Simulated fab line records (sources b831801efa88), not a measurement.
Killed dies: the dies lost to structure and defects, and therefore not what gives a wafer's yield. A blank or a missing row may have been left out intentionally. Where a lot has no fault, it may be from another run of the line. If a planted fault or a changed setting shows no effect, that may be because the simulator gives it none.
The same fault as seen by 2 desks    flow gf180mcu    every desk sees just its own numbers, and what lay behind them comes last

## METROLOGY DESK
Lot by lot, what the gauges showed, no matter which tool ran the lot: averages of those sampled wafers that carry a number. The brackets show how far a lot's mean lies from the usual mean; more than 4 standard deviations puts the lot out of limits, marked OUT.
Columns: A = STI_OXIDATION_02_THK at GF_STI_THK_MEAS_30, usual 9.97 nm; B = cd_nm at GF_SAB_CD_MEAS_09, usual 420.5 nm
lot   first seen here  A      B
L993  day 2 08:58      9.77   424.3
L994  day 2 11:13      9.98   418.2
L995  day 2 16:23      10.02  420.0
L999  day 3 12:24      10.27  421.3
L103  day 4 15:33      10.11  421.1
L105  day 4 21:29      10.20  421.2
L106  day 5 02:20      10.07  418.0
L107  day 5 07:59      10.10  420.6
L110  day 5 22:49      9.91   421.6
L111  day 6 02:53      9.74   416.6
L113  day 6 13:45      10.23  418.7
L115  day 7 00:50      9.51   422.7
L116  day 7 07:31      10.03  423.7
This desk's verdict: no lot among the 13 shows anything out of limits.

## FOR THE TOOL OWNER'S DESK: rtp_anneal-02
Per lot that ran on this tool, the mean of the sampled wafers carrying a number, from the tool's own readings at GF_VT_IMPLANT_RTA_45 (time 30 s). The brackets show how far a lot's mean lies from the usual mean; more than 4 standard deviations puts the lot out of limits, marked OUT.
Columns: A = lamp_power_pct at GF_VT_IMPLANT_RTA_45, usual 40 %; B = run_length_s at GF_VT_IMPLANT_RTA_45, usual 59.0 s; C = wafer_temp_C_max at GF_VT_IMPLANT_RTA_45, usual 1053.3
lot   first seen here  A   B                C
L994  day 7 19:37      44  58.9             1052.8
L999  day 9 02:58      44  58.9             1053.2
L103  day 10 16:19     44  65.8 (+10) OUT   1053.4
L105  day 10 21:59     44  62.4 (+5.2) OUT  1053.1
This desk finds L103, L105 out of limits, L103 being first, at day 10 16:19 (run_length_s at GF_VT_IMPLANT_RTA_45). In limits: L994, L999.

## TAKEN TOGETHER
At day 10 16:19, on L103, L105, the tool owner's desk was in a position to raise an alarm.
At the metrology desk, nothing out of limits was observed.
The metrology desk has L103, L105 on record, within its limits.
GF_VT_IMPLANT_RTA_45 was run on rtp_anneal-02 by each of the lots named.

## WHAT THE SIMULATOR HAD PUT IN
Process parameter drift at GF_VT_IMPLANT_RTA_45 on rtp_anneal-02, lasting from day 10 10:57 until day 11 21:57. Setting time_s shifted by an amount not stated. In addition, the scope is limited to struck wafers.
Shown lots that were struck: L103, L105.
Hours from the fault's start to each desk's first reading out of limits: the tool owner's desk, 5.
